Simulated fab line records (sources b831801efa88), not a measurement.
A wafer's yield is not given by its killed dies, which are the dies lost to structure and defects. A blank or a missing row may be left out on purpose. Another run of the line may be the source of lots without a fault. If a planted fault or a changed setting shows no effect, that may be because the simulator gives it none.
What tool caused it? :: flow sky130 :: 12 lots with 36 wafers sampled at 5 steps, on a route of 708 steps

== WHAT THE GAUGES READ, wafer by wafer ==
Not one reading of a measure or inspect step in the record can be checked against a usual standard deviation.

== TOOL THAT RAN EACH LOT (tool first, then ch and the chambers of the sampled wafers, then the start) ==
lot: L762
SKY_RES_XHIGH_STRIP_08: plasma-asher-04 ch 0,1, day 29 02:03
SKY_CONTACT_CMP_04: cmp-01 ch 0,2,3, day 32 18:29
SKY_VIA2_SPUTTER_20: pvd-sputter-01, day 38 10:19
SKY_CAPM_SPUTTER_02: pvd-sputter-03, day 38 11:14
SKY_PAD_OPEN_PROBE_99: -

lot: L764
SKY_RES_XHIGH_STRIP_08: plasma-asher-02 ch 0,1, day 29 05:54
SKY_CONTACT_CMP_04: cmp-02 ch 0,1,2, day 32 21:49
SKY_VIA2_SPUTTER_20: pvd-sputter-03, day 38 15:46
SKY_CAPM_SPUTTER_02: pvd-sputter-01, day 38 16:40
SKY_PAD_OPEN_PROBE_99: -

lot: L763
SKY_RES_XHIGH_STRIP_08: plasma-asher-02 ch 1, day 29 20:39
SKY_CONTACT_CMP_04: cmp-01 ch 0,1, day 33 09:41
SKY_VIA2_SPUTTER_20: pvd-sputter-01, day 39 01:12
SKY_CAPM_SPUTTER_02: pvd-sputter-04, day 39 02:16
SKY_PAD_OPEN_PROBE_99: -

lot: L766
SKY_RES_XHIGH_STRIP_08: plasma-asher-04 ch 0,1, day 30 09:15
SKY_CONTACT_CMP_04: cmp-02 ch 0,2, day 33 22:35
SKY_VIA2_SPUTTER_20: pvd-sputter-02, day 39 17:16
SKY_CAPM_SPUTTER_02: pvd-sputter-04, day 39 18:41
SKY_PAD_OPEN_PROBE_99: prober-01, day 48 12:10

lot: L768
SKY_RES_XHIGH_STRIP_08: plasma-asher-04 ch 0,1, day 30 19:20
SKY_CONTACT_CMP_04: cmp-02 ch 0,1, day 34 06:02
SKY_VIA2_SPUTTER_20: pvd-sputter-03, day 39 22:30
SKY_CAPM_SPUTTER_02: pvd-sputter-01, day 39 23:25
SKY_PAD_OPEN_PROBE_99: prober-01, day 48 17:44

lot: L767
SKY_RES_XHIGH_STRIP_08: plasma-asher-04 ch 0,1, day 30 21:09
SKY_CONTACT_CMP_04: cmp-02 ch 0,1,3, day 34 08:22
SKY_VIA2_SPUTTER_20: pvd-sputter-03, day 39 23:28
SKY_CAPM_SPUTTER_02: pvd-sputter-01, day 40 00:22
SKY_PAD_OPEN_PROBE_99: prober-02, day 48 18:12

lot: L769
SKY_RES_XHIGH_STRIP_08: plasma-asher-04 ch 0,1, day 32 04:44
SKY_CONTACT_CMP_04: cmp-02 ch 0,1, day 35 14:50
SKY_VIA2_SPUTTER_20: pvd-sputter-03, day 41 03:52
SKY_CAPM_SPUTTER_02: pvd-sputter-01, day 41 04:49
SKY_PAD_OPEN_PROBE_99: -

lot: L770
SKY_RES_XHIGH_STRIP_08: plasma-asher-03 ch 0,1, day 32 05:20
SKY_CONTACT_CMP_04: cmp-01 ch 0,1,3, day 35 16:12
SKY_VIA2_SPUTTER_20: pvd-sputter-02, day 41 04:31
SKY_CAPM_SPUTTER_02: pvd-sputter-04, day 41 05:36
SKY_PAD_OPEN_PROBE_99: -

lot: L771
SKY_RES_XHIGH_STRIP_08: plasma-asher-04 ch 0,1, day 32 07:12
SKY_CONTACT_CMP_04: cmp-02 ch 1,3, day 35 19:26
SKY_VIA2_SPUTTER_20: pvd-sputter-02, day 41 06:41
SKY_CAPM_SPUTTER_02: pvd-sputter-03, day 41 07:37
SKY_PAD_OPEN_PROBE_99: prober-02, day 49 17:56

lot: L776
SKY_RES_XHIGH_STRIP_08: plasma-asher-04 ch 0,1, day 32 22:29
SKY_CONTACT_CMP_04: cmp-01 ch 0,2,3, day 36 10:28
SKY_VIA2_SPUTTER_20: pvd-sputter-02, day 41 21:30
SKY_CAPM_SPUTTER_02: pvd-sputter-04, day 41 22:25
SKY_PAD_OPEN_PROBE_99: prober-02, day 50 03:31

lot: L778
SKY_RES_XHIGH_STRIP_08: plasma-asher-04 ch 0,1, day 33 02:24
SKY_CONTACT_CMP_04: cmp-02 ch 1,3, day 36 13:20
SKY_VIA2_SPUTTER_20: pvd-sputter-02, day 42 00:48
SKY_CAPM_SPUTTER_02: pvd-sputter-01, day 42 01:43
SKY_PAD_OPEN_PROBE_99: prober-02, day 50 07:07

lot: L781
SKY_RES_XHIGH_STRIP_08: plasma-asher-03 ch 0,1, day 34 03:12
SKY_CONTACT_CMP_04: cmp-01 ch 0,1,3, day 37 14:17
SKY_VIA2_SPUTTER_20: pvd-sputter-01, day 42 23:16
SKY_CAPM_SPUTTER_02: pvd-sputter-04, day 43 00:10
SKY_PAD_OPEN_PROBE_99: prober-01, day 50 21:06
- SKY_RES_XHIGH_STRIP_08: strips in O2/N2.
- SKY_CONTACT_CMP_04: polishes SiO2.
- SKY_VIA2_SPUTTER_20: material TiN, target thk 20 nm, time 80 s.
- SKY_CAPM_SPUTTER_02: material TiN, target thk 200 nm, time 166.7 s.
- SKY_PAD_OPEN_PROBE_99

== WHAT THE TOOLS THEMSELVES READ (means of the sampled wafers that have a number; where no wafer has one, the mark that the record gives instead) ==
SKY_RES_XHIGH_STRIP_08. Usual: drypump-motor-current-A 5.7 A, standard deviation 0.41; oes-product-au 0.711 a.u., standard deviation 0.0046; strip-time-to-endpoint-s 14.28 s, standard deviation 0.042.
lot: L762
tool: plasma-asher-04
drypump-motor-current-A (A): 5.7
oes-product-au (a.u.): 0.711
strip-time-to-endpoint-s (s): 14.21
flag: 

lot: L764
tool: plasma-asher-02
drypump-motor-current-A (A): 5.5
oes-product-au (a.u.): 0.709
strip-time-to-endpoint-s (s): 14.27
flag: 

lot: L763
tool: plasma-asher-02
drypump-motor-current-A (A): 5.9
oes-product-au (a.u.): 0.712
strip-time-to-endpoint-s (s): 14.26
flag: 

lot: L766
tool: plasma-asher-04
drypump-motor-current-A (A): 5.5
oes-product-au (a.u.): 0.712
strip-time-to-endpoint-s (s): 14.22
flag: 

lot: L768
tool: plasma-asher-04
drypump-motor-current-A (A): 5.5
oes-product-au (a.u.): 0.711
strip-time-to-endpoint-s (s): 14.27
flag: 

lot: L767
tool: plasma-asher-04
drypump-motor-current-A (A): 5.7
oes-product-au (a.u.): 0.705
strip-time-to-endpoint-s (s): 14.30
flag: 

lot: L769
tool: plasma-asher-04
drypump-motor-current-A (A): 5.7
oes-product-au (a.u.): 0.712
strip-time-to-endpoint-s (s): 14.27
flag: 

lot: L770
tool: plasma-asher-03
drypump-motor-current-A (A): 5.9
oes-product-au (a.u.): 0.710
strip-time-to-endpoint-s (s): 14.31
flag: 

lot: L771
tool: plasma-asher-04
drypump-motor-current-A (A): 5.5
oes-product-au (a.u.): 0.712
strip-time-to-endpoint-s (s): 14.31
flag: 

lot: L776
tool: plasma-asher-04
drypump-motor-current-A (A): 5.5
oes-product-au (a.u.): 0.711
strip-time-to-endpoint-s (s): 14.24
flag: 

lot: L778
tool: plasma-asher-04
drypump-motor-current-A (A): 5.5
oes-product-au (a.u.): 0.708
strip-time-to-endpoint-s (s): 14.33
flag: 

lot: L781
tool: plasma-asher-03
drypump-motor-current-A (A): 6.0
oes-product-au (a.u.): 0.715
strip-time-to-endpoint-s (s): 14.31
flag: 

SKY_CONTACT_CMP_04. Usual: motor-current-A 11.7 A, standard deviation 1.7; time-to-endpoint-s 81 s, standard deviation 3.8.
lot: L762
tool: cmp-01
motor-current-A (A): 10.5
time-to-endpoint-s (s): 75
flag: 

lot: L764
tool: cmp-02
motor-current-A (A): 12.4
time-to-endpoint-s (s): 80
flag: 

lot: L763
tool: cmp-01
motor-current-A (A): 9.7
time-to-endpoint-s (s): 84
flag: 

lot: L766
tool: cmp-02
motor-current-A (A): 13.4
time-to-endpoint-s (s): 82
flag: 

lot: L768
tool: cmp-02
motor-current-A (A): 11.1
time-to-endpoint-s (s): 78
flag: 

lot: L767
tool: cmp-02
motor-current-A (A): 11.8
time-to-endpoint-s (s): 83
flag: 

lot: L769
tool: cmp-02
motor-current-A (A): 11.3
time-to-endpoint-s (s): 81
flag: 

lot: L770
tool: cmp-01
motor-current-A (A): 10.5
time-to-endpoint-s (s): 83
flag: 

lot: L771
tool: cmp-02
motor-current-A (A): 12.0
time-to-endpoint-s (s): 84
flag: 

lot: L776
tool: cmp-01
motor-current-A (A): 10.3
time-to-endpoint-s (s): 80
flag: 

lot: L778
tool: cmp-02
motor-current-A (A): 11.5
time-to-endpoint-s (s): 82
flag: 

lot: L781
tool: cmp-01
motor-current-A (A): 10.4
time-to-endpoint-s (s): 80
flag: 

SKY_VIA2_SPUTTER_20. Usual: chamber-pressure-pa 5.001 Pa, standard deviation 0.01; throttle-valve-pct 30.4 %, standard deviation 0.92.
lot: L762
tool: pvd-sputter-01
chamber-pressure-pa (Pa): 4.985
throttle-valve-pct (%): 29.1
flag: 

lot: L764
tool: pvd-sputter-03
chamber-pressure-pa (Pa): 4.998
throttle-valve-pct (%): 30.1
flag: 

lot: L763
tool: pvd-sputter-01
chamber-pressure-pa (Pa): 5.002
throttle-valve-pct (%): 29.7
flag: 

lot: L766
tool: pvd-sputter-02
chamber-pressure-pa (Pa): 4.992
throttle-valve-pct (%): 31.3
flag: 

lot: L768
tool: pvd-sputter-03
chamber-pressure-pa (Pa): 5.001
throttle-valve-pct (%): 30.1
flag: 

lot: L767
tool: pvd-sputter-03
chamber-pressure-pa (Pa): 5.003
throttle-valve-pct (%): 30.7
flag: 

lot: L769
tool: pvd-sputter-03
chamber-pressure-pa (Pa): 5.004
throttle-valve-pct (%): 29.6
flag: 

lot: L770
tool: pvd-sputter-02
chamber-pressure-pa (Pa): 5.003
throttle-valve-pct (%): 31.4
flag: 

lot: L771
tool: pvd-sputter-02
chamber-pressure-pa (Pa): 4.997
throttle-valve-pct (%): 30.7
flag: 

lot: L776
tool: pvd-sputter-02
chamber-pressure-pa (Pa): 4.984
throttle-valve-pct (%): 31.2
flag: 

lot: L778
tool: pvd-sputter-02
chamber-pressure-pa (Pa): 5.007
throttle-valve-pct (%): 31.8
flag: 

lot: L781
tool: pvd-sputter-01
chamber-pressure-pa (Pa): 5.000
throttle-valve-pct (%): 29.0
flag: 

SKY_CAPM_SPUTTER_02. Usual: chamber-pressure-pa 0.4001 Pa, standard deviation 0.00085; throttle-valve-pct 29.8 %, standard deviation 0.62.
lot: L762
tool: pvd-sputter-03
chamber-pressure-pa (Pa): 0.4005
throttle-valve-pct (%): 30.8
flag: 

lot: L764
tool: pvd-sputter-01
chamber-pressure-pa (Pa): 0.4007
throttle-valve-pct (%): 29.5
flag: 

lot: L763
tool: pvd-sputter-04
chamber-pressure-pa (Pa): 0.4008
throttle-valve-pct (%): 29.9
flag: 

lot: L766
tool: pvd-sputter-04
chamber-pressure-pa (Pa): 0.4004
throttle-valve-pct (%): 30.3
flag: 

lot: L768
tool: pvd-sputter-01
chamber-pressure-pa (Pa): 0.3994
throttle-valve-pct (%): 29.3
flag: 

lot: L767
tool: pvd-sputter-01
chamber-pressure-pa (Pa): 0.4001
throttle-valve-pct (%): 29.8
flag: 

lot: L769
tool: pvd-sputter-01
chamber-pressure-pa (Pa): 0.4011
throttle-valve-pct (%): 29.5
flag: 

lot: L770
tool: pvd-sputter-04
chamber-pressure-pa (Pa): 0.3999
throttle-valve-pct (%): 30.1
flag: 

lot: L771
tool: pvd-sputter-03
chamber-pressure-pa (Pa): 0.4000
throttle-valve-pct (%): 30.0
flag: 

lot: L776
tool: pvd-sputter-04
chamber-pressure-pa (Pa): 0.4355
throttle-valve-pct (%): 28.9
flag: OFF

lot: L778
tool: pvd-sputter-01
chamber-pressure-pa (Pa): 0.3999
throttle-valve-pct (%): 29.6
flag: 

lot: L781
tool: pvd-sputter-04
chamber-pressure-pa (Pa): 0.4350
throttle-valve-pct (%): 28.9
flag: OFF

SKY_PAD_OPEN_PROBE_99. Usual: defect-limited-yield 82.3 %, standard deviation 1.8; killed_at_M0_to_M3 44, standard deviation 6.9; killed_at_M4_up 3.3, standard deviation 1.7; killed-at-contacts 24, standard deviation 5.5; killed-at-front-end 16, standard deviation 4.5; killed-at-other 0.2, standard deviation 0.46; killed-dies 87, standard deviation 9.1; killed-open 48, standard deviation 7.3; killed-short 39, standard deviation 6.2; sort_bin_3_pad_short 0.9 %, standard deviation 0.4; sort_bin_5_function 10.4 %, standard deviation 1.5; sort_bin_6_memory 6.4 %, standard deviation 1.2; sort-n-pass 405, standard deviation 9.1; sort-yield-pct 82.3 %, standard deviation 1.8.
lot: L766
tool: prober-01
defect-limited-yield (%): 84.1
killed_at_M0_to_M3: 37
killed_at_M4_up: 2.3
killed-at-contacts: 21
killed-at-front-end: 18
killed-at-other: 0.0
killed-dies: 78
killed-open: 46
killed-short: 32
sort_bin_3_pad_short (%): 0.3
sort_bin_5_function (%): 9.8
sort_bin_6_memory (%): 5.8
sort-n-pass: 414
sort-yield-pct (%): 84.1
flag: 

lot: L768
tool: prober-01
defect-limited-yield (%): 82.8
killed_at_M0_to_M3: 36
killed_at_M4_up: 3.0
killed-at-contacts: 30
killed-at-front-end: 16
killed-at-other: 0.3
killed-dies: 85
killed-open: 48
killed-short: 36
sort_bin_3_pad_short (%): 0.9
sort_bin_5_function (%): 10.3
sort_bin_6_memory (%): 6.0
sort-n-pass: 407
sort-yield-pct (%): 82.8
flag: 

lot: L767
tool: prober-02
defect-limited-yield (%): 80.8
killed_at_M0_to_M3: 50
killed_at_M4_up: 4.3
killed-at-contacts: 29
killed-at-front-end: 12
killed-at-other: 0.0
killed-dies: 95
killed-open: 53
killed-short: 42
sort_bin_3_pad_short (%): 0.9
sort_bin_5_function (%): 10.2
sort_bin_6_memory (%): 8.0
sort-n-pass: 397
sort-yield-pct (%): 80.8
flag: 

lot: L771
tool: prober-02
defect-limited-yield (%): 81.7
killed_at_M0_to_M3: 49
killed_at_M4_up: 1.7
killed-at-contacts: 22
killed-at-front-end: 17
killed-at-other: 0.3
killed-dies: 90
killed-open: 51
killed-short: 39
sort_bin_3_pad_short (%): 0.5
sort_bin_5_function (%): 11.5
sort_bin_6_memory (%): 6.2
sort-n-pass: 402
sort-yield-pct (%): 81.7
flag: 

lot: L776
tool: prober-02
defect-limited-yield (%): 81.4
killed_at_M0_to_M3: 47
killed_at_M4_up: 2.0
killed-at-contacts: 26
killed-at-front-end: 16
killed-at-other: 0.7
killed-dies: 92
killed-open: 51
killed-short: 40
sort_bin_3_pad_short (%): 1.1
sort_bin_5_function (%): 11.2
sort_bin_6_memory (%): 6.4
sort-n-pass: 400
sort-yield-pct (%): 81.4
flag: 

lot: L778
tool: prober-02
defect-limited-yield (%): 83.5
killed_at_M0_to_M3: 41
killed_at_M4_up: 2.3
killed-at-contacts: 21
killed-at-front-end: 16
killed-at-other: 0.3
killed-dies: 81
killed-open: 45
killed-short: 36
sort_bin_3_pad_short (%): 0.7
sort_bin_5_function (%): 8.9
sort_bin_6_memory (%): 6.8
sort-n-pass: 411
sort-yield-pct (%): 83.5
flag: 

lot: L781
tool: prober-01
defect-limited-yield (%): 83.5
killed_at_M0_to_M3: 44
killed_at_M4_up: 2.0
killed-at-contacts: 21
killed-at-front-end: 14
killed-at-other: 0.3
killed-dies: 81
killed-open: 41
killed-short: 40
sort_bin_3_pad_short (%): 1.0
sort_bin_5_function (%): 9.7
sort_bin_6_memory (%): 5.7
sort-n-pass: 411
sort-yield-pct (%): 83.5
flag: 

== THE ANSWER, worked out from the rows above alone ==
Rule: take the mean of a lot's wafers that have a number; if it is more than 3 standard deviations from the usual mean, the lot is off. A lot without any number at a reading at which 4 lots or more have one is off too. Any other lot the step has rows for is counted as sound. The gauges are gone through in route order, then the tools' own readings, and for those a lot's mean is taken as printed above. The first step at which some lot is off is used, and at that step the reading that is off furthest; a lot without a number counts as furthest.
Off: L776, L781, at SKY_CAPM_SPUTTER_02 (chamber-pressure-pa).
If a tool, at that step or one of the process steps before it, ran each lot that is off and ran no sound lot following the first of them, it fits. Undecided on this evidence; 2 tools fit (cmp-01 at SKY_CONTACT_CMP_04, pvd-sputter-04 at SKY_CAPM_SPUTTER_02).

== WHAT WAS PUT IN BY THE SIMULATOR ==
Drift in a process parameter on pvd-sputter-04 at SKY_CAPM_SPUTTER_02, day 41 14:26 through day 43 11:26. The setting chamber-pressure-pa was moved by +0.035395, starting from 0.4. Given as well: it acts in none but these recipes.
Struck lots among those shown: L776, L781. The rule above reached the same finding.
